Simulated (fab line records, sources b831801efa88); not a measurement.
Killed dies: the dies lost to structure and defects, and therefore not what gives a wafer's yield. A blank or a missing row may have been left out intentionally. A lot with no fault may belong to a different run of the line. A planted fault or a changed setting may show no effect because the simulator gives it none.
The tool behind it: which one? / flow sky130 / Sampling: 6 lots, 18 wafers, 2 of 708 route steps

WHAT THE GAUGES READ, wafer by wafer
SKY_SD_N_CD_MEAS_07: target cd 380 nm.
lot=L876; measured=day 28 03:08; on=cd-sem-01; cd-nm (nm)=377.3 375.3 374.6
lot=L880; measured=day 30 00:14; on=cd-sem-01; cd-nm (nm)=378.9 377.4 380.9
lot=L883; measured=day 31 07:21; on=cd-sem-01; cd-nm (nm)=381.3 380.5 383.2
lot=L886; measured=day 31 17:28; on=cd-sem-02; cd-nm (nm)=376.2 378.3 379.8
lot=L892; measured=day 33 17:11; on=cd-sem-01; cd-nm (nm)=379.5 376.3 376.6
lot=L896; measured=day 34 08:43; on=cd-sem-02; cd-nm (nm)=380.2 381.1 380.3

WHAT TOOL EACH LOT RAN ON (gives the tool, then ch and the chambers of the sampled wafers, and finally the start)
lot=L876; SKY_VT_ADJUST_HVTR_STRIP_10=plasma-asher-04 ch 0,1, day 9 13:49
lot=L880; SKY_VT_ADJUST_HVTR_STRIP_10=plasma-asher-03 ch 0,1, day 10 19:22
lot=L883; SKY_VT_ADJUST_HVTR_STRIP_10=plasma-asher-02 ch 0, day 12 09:02
lot=L886; SKY_VT_ADJUST_HVTR_STRIP_10=plasma-asher-04 ch 0,1, day 12 20:43
lot=L892; SKY_VT_ADJUST_HVTR_STRIP_10=plasma-asher-04 ch 0,1, day 14 11:14
lot=L896; SKY_VT_ADJUST_HVTR_STRIP_10=plasma-asher-04 ch 0,1, day 15 15:13
- SKY_VT_ADJUST_HVTR_STRIP_10: strips in O2/N2.

THE ANSWER, worked out from the rows above alone
Rule: the lots themselves supply what counts as usual. The widest of any qualifying gaps counts: lots, ordered by their means at a reading, are off when they make up no more than a third of the lots, leave a main group of 4 or more, and stand apart from it by 3 or more times the standard deviation of that group's means. Not used: any main group whose means are identical at the precision the tables above print for the reading. Also off: a lot with no number at a reading for which 4 or more lots have one. The other lots that the step has rows for count as sound.
No lot is off on any of the readings shown, so nothing can be concluded from this.

WHAT THE SIMULATOR PUT IN
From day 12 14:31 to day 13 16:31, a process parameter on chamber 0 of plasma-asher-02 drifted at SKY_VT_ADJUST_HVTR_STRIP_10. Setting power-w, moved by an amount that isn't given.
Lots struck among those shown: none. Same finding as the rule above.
